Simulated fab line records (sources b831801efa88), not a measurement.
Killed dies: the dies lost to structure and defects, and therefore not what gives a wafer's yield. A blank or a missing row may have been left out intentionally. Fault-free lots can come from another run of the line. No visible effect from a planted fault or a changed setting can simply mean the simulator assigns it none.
2 desks, one fault	flow gf180mcu	each desk holds nothing but its own numbers, with what lay behind them at the end

== THE METROLOGY DESK ==
Lot by lot, what the gauges showed, no matter which tool ran the lot: averages of those sampled wafers that carry a number. Any lot whose mean is over 4 standard deviations away from the usual mean is out of limits and marked OUT; that distance is given in the brackets.
Columns: A = cd nm at GF_HV_LDD_CD_MEAS_46, usual 400.5 nm; B = HV_LDD_CVD_56_THK at GF_HV_LDD_THK_MEAS_57, usual 89.8 nm; C = NSD_RS at GF_PSD_RS_MEAS_14, usual 46.18 ohm/sq
lot	first seen here	A	B	C
L505	day 12 13:35	404.2	87.8	46.19
L509	day 13 19:47	401.6	89.0	46.25
L510	day 14 02:42	398.7	87.7	46.17
L512	day 15 03:11	401.8	90.0	46.09
L513	day 15 06:35	397.9	89.7	46.15
L516	day 16 03:28	398.1	89.4	46.26
L517	day 16 08:14	399.0	89.8	46.15
L519	day 17 02:17	404.2	90.8	46.26
L520	day 17 07:41	400.2	89.6	46.02
L521	day 17 18:37	400.6	89.4	46.18
L522	day 18 02:59	401.0	90.4	46.16
L523	day 18 11:50	402.9	90.3	46.09
L524	day 18 17:52	400.1	90.0	46.08
Result from this desk: across the 13 lots, nothing is out of limits.

== THE TOOL OWNER'S DESK: litho track-03 ==
The tool's own readings at GF_HV_LDD_COAT_14 (resist thk 1000 nm): means of the sampled wafers that have a number, for each lot that ran on this tool. Any lot whose mean is over 4 standard deviations away from the usual mean is out of limits and marked OUT; that distance is given in the brackets.
Columns: A = spin speed rpm at GF_HV_LDD_COAT_14, usual 3000.1 rpm
lot	first seen here	A
L509	day 11 18:01	2999.9
L510	day 12 00:16	2999.0
L513	day 13 02:01	2998.4
L517	day 14 01:43	2999.3
L519	day 14 17:43	2997.5
L520	day 14 23:07	2849.0 (-80) OUT
L522	day 15 16:47	2847.8 (-80) OUT
L523	day 16 00:40	2848.4 (-80) OUT
L524	day 16 06:46	2849.6 (-79) OUT
This desk's finding: out of limits on L520, L522, L523, L524; first on L520, day 14 23:07 (spin speed rpm at GF_HV_LDD_COAT_14). L509, L510, L513, L517, L519 stayed within limits.

== ALL TOGETHER ==
The tool owner's desk had the chance to raise an alarm at day 14 23:07 on L520, L522, L523, L524.
Nothing out of limits was seen by the metrology desk.
The metrology desk holds a record of L520, L522, L523, L524, inside its limits.
Of the lots named, all ran GF_HV_LDD_COAT_14 on litho track-03.

== WHAT THE SIMULATOR HAD PUT IN ==
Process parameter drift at GF_HV_LDD_COAT_14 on litho track-03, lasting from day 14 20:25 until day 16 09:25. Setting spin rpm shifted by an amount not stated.
Lots struck among those shown: L520, L522, L523, L524.
Time in hours from fault onset to the first out-of-limits reading at each desk: the tool owner's desk, 3.
